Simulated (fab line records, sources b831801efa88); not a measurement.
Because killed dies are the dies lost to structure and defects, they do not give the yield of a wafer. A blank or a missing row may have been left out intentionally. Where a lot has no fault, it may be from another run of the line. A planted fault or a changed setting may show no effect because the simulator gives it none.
Which tool did it? + flow sky130 + 6 lots, 18 wafers sampled, at 1 step of a route of 708

== WHAT EACH GAUGE READ, for each wafer ==
SKY_VT_ADJUST_HVTR_CD_MEAS_07 targets a cd of 380 nm.
| lot  | measured     | on        | cd_nm (nm)        |
|------|--------------|-----------|-------------------|
| L905 | day 10 21:35 | cd_sem-02 | 378.0 379.3 374.4 |
| L908 | day 11 16:32 | cd_sem-01 | 382.9 383.8 382.7 |
| L911 | day 12 12:26 | cd_sem-02 | 380.3 380.1 376.2 |
| L913 | day 13 01:09 | cd_sem-02 | 382.2 380.9 383.0 |
| L916 | day 13 13:11 | cd_sem-02 | 383.5 382.0 381.6 |
| L924 | day 15 22:48 | cd_sem-01 | 378.8 376.9 377.3 |

== WHICH TOOL RAN EACH LOT (tool, then ch and the chambers of the sampled wafers, then the start) ==
Before these readings, the record contains no process step.

== THE ANSWER, worked out from the rows above alone ==
Rule: the usual values come from the lots themselves. Put in order of their means at a reading, lots are off if they are a third of the lots or fewer, leave a main group of 4 or more, and stand apart from it by a gap of 3 or more times the standard deviation of the main group's means; of several such gaps the widest counts. Not used: any main group whose means are identical at the precision the tables above print for the reading. A lot without any number at a reading at which 4 lots or more have one is off too. All remaining lots with rows at the step are treated as sound.
None of the lots is off at any reading shown; this tells nothing.

== WHAT THE SIMULATOR HAD PUT IN ==
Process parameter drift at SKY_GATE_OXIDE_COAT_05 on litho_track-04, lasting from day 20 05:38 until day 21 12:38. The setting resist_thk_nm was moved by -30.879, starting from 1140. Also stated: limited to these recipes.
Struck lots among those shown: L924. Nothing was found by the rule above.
